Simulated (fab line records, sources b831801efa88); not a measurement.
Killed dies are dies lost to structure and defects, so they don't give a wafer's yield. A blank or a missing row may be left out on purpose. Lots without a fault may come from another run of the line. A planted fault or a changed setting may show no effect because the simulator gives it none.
Problem report in the 8D (eight disciplines) form, filled by code | flow sky130 | the parts of the form that need people (team, actions taken, sign-off) are left out

1. THE PROBLEM
VT_ADJUST_LVTN_TW at SKY_VT_ADJUST_LVTN_TW_MEAS_10 reads a mean of 271.6 on 6 wafers of 2 lots; wafers without a fault read 242.0 with a standard deviation of 1.3. That is +23 standard deviations from the usual mean.
First seen on wafer L930.1, day 13 05:42, on film_metro-04. The record holds 36 wafers of 12 lots with a number at this step. Rule for "out", or "out of limits": more than 4 standard deviations from the usual mean. The other wafers with a number count as sound.

2. WHAT IT IS AND WHAT IT IS NOT
question                    | is                     | is not
which readings at this step | VT_ADJUST_LVTN_TW      | -
which lots                  | L930, L931             | L908, L909, L911, L913, L914, L916, L917, L918, L920, L921
which wafers of those lots  | all that have a number | -
read on which gauges        | film_metro-04          | film_metro-01, film_metro-02
when                        | from day 13 05:42      | up to then (30 sound wafers)

3. SUSPECTS, AND WHAT RULES EACH OUT
Counting: a tool at a process step up to the reading stays a suspect if it ran every lot that is out and no sound lot after the first of them.
- the gauge at SKY_VT_ADJUST_LVTN_TW_MEAS_10: ruled out. All the wafers that are out were read on film_metro-04, but those of them that SKY_VT_ADJUST_LVTN_IMPLANT_08 has rows for are out there too, on other tools.
- implanter-01 at SKY_VT_ADJUST_LVTN_IMPLANT_08: kept. It ran every lot that is out, first L930 (day 13 05:27), and no sound lot after that; its last sound lot up to then is L917 (day 9 13:49). Its own readings are out on those wafers: dose_ions_cm2, faraday_current_uA.
Left after counting: implanter-01 at SKY_VT_ADJUST_LVTN_IMPLANT_08.

4. THE CAUSE (what the simulator had put in)
Process parameter drift: implanter-01, from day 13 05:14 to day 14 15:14, at SKY_VT_ADJUST_LVTN_IMPLANT_08. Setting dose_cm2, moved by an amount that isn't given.
Counting left only this tool.

5. THE CHAIN OF EFFECTS, in route order
Each row: a reading whose mean over the struck wafers that have a number lies more than 3 standard deviations from the usual. Only readings for which the record gives a usual standard deviation are gone through. hours: the time from each lot's start at the first step in this table that gives one to its start at this step, as a median over the lots. sigmas: the change in usual standard deviations.
hours | step                          | reading            | usual      | on struck wafers | change      | sigmas
0     | SKY_VT_ADJUST_LVTN_IMPLANT_08 | dose_ions_cm2      | 1.5703e+12 | 2.2796e+12       | +7.0930e+11 | +99 or more
0     | SKY_VT_ADJUST_LVTN_IMPLANT_08 | faraday_current_uA | 8.83       | 12.82            | +3.99       | +20
0     | SKY_VT_ADJUST_LVTN_TW_MEAS_10 | VT_ADJUST_LVTN_TW  | 242.0      | 271.6            | +29.6       | +23
The process steps in it:
- SKY_VT_ADJUST_LVTN_IMPLANT_08
Later measuring or inspecting steps at which every struck wafer that the step has a row for has a number for every such reading, and none has moved that far: SKY_POLY_CUT_CD_MEAS_08, SKY_POLY_CUT_OVL_MEAS_09.

6. WHAT WOULD HAVE CAUGHT IT SOONER
In this record the first reading out of limits at a measuring or inspecting step was taken at day 13 05:42, 0 hours after the fault began at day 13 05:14.
The tool's own readings at SKY_VT_ADJUST_LVTN_IMPLANT_08 were out on every struck wafer that the step has a row for (dose_ions_cm2, faraday_current_uA): an alarm limit on them would have fired on the first of those.
Of the lots that are out (2), L931 began SKY_VT_ADJUST_LVTN_IMPLANT_08 on implanter-01 after day 13 05:42. A hold on the tool at that time would have spared it.
